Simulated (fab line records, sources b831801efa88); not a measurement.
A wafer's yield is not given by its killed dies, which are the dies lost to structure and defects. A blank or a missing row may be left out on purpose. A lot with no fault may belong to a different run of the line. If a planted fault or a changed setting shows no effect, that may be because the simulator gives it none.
Which tool did it?	flow gf180mcu	Sampling: 6 lots, 18 wafers, 5 of 602 route steps

== WHAT THE GAUGES SHOWED, per wafer ==
GF_V1_THK_MEAS_03.
lot	measured	on	V1_CVD_02_THK (nm)
L603	day 17 07:00	filmMetro-04	853 853 855
L606	day 18 22:32	filmMetro-04	849 854 847
L608	day 19 13:25	filmMetro-02	849 864 845
L612	day 20 22:26	filmMetro-01	855 859 859
L617	day 22 18:34	filmMetro-04	807 825 836
L622	day 24 05:06	filmMetro-02	837 851 847

== WHICH TOOL RAN EACH LOT (tool, then ch and the chambers of the sampled wafers, then the start) ==
lot	GF_CONTACT_SPUTTER_22	GF_CONTACT_SPUTTER_23	GF_M1_STRIP_17	GF_V1_CVD_02
L603	pvdSputter-02, day 16 07:20	pvdSputter-02, day 16 07:23	plasmaAsher-01 ch 0,1, day 17 06:14	pecvd-04 ch 0,1,2, day 17 06:56
L606	pvdSputter-04, day 17 20:17	pvdSputter-04, day 17 20:20	plasmaAsher-02 ch 0,1, day 18 21:47	pecvd-04 ch 0,1,2, day 18 22:28
L608	pvdSputter-01, day 18 11:47	pvdSputter-01, day 18 11:51	plasmaAsher-03 ch 0,1, day 19 12:34	pecvd-04 ch 0,2, day 19 13:20
L612	pvdSputter-04, day 19 20:02	pvdSputter-04, day 19 20:05	plasmaAsher-01 ch 0,1, day 20 21:40	pecvd-01 ch 1,2, day 20 22:22
L617	pvdSputter-02, day 21 17:26	pvdSputter-02, day 21 17:29	plasmaAsher-02 ch 0,1, day 22 17:49	pecvd-04 ch 0,1,2, day 22 18:29
L622	pvdSputter-04, day 23 05:14	pvdSputter-04, day 23 05:17	plasmaAsher-02 ch 0,1, day 24 04:22	pecvd-01 ch 0,1,2, day 24 05:02
- GF_CONTACT_SPUTTER_22: material Ti, target thk 15 nm, time 80.02 s.
- GF_CONTACT_SPUTTER_23: material TiN, target thk 10 nm, time 40 s.
- GF_M1_STRIP_17: strips in O2/N2.
- GF_V1_CVD_02: deposits SiO2 from TEOS, target thk 850 nm, time 94.851 s.

== THE ANSWER, worked out from the rows above alone ==
Rule: usual is defined by the lots themselves. The widest of any qualifying gaps counts: lots, ordered by their means at a reading, are off when they make up no more than a third of the lots, leave a main group of 4 or more, and stand apart from it by 3 or more times the standard deviation of that group's means. The tables above print the reading to a certain number of digits; a main group whose means all agree to those digits is not used. Also off: a lot with no number at a reading for which 4 or more lots have one. The other lots that the step has rows for count as sound.
Off: L617, at GF_V1_THK_MEAS_03 (V1_CVD_02_THK). The main group: mean 852 nm, standard deviation 4.2.
A tool fits if, at a process step before that reading, it ran every lot that is off, and no sound lot after the first of them. The gauges at GF_V1_THK_MEAS_03 are tried like those tools. Can't be told from this: 3 tools fit, pvdSputter-02 at GF_CONTACT_SPUTTER_22 and GF_CONTACT_SPUTTER_23, pecvd-04 at GF_V1_CVD_02, filmMetro-04 at GF_V1_THK_MEAS_03.

== WHAT HAD BEEN PUT IN BY THE SIMULATOR ==
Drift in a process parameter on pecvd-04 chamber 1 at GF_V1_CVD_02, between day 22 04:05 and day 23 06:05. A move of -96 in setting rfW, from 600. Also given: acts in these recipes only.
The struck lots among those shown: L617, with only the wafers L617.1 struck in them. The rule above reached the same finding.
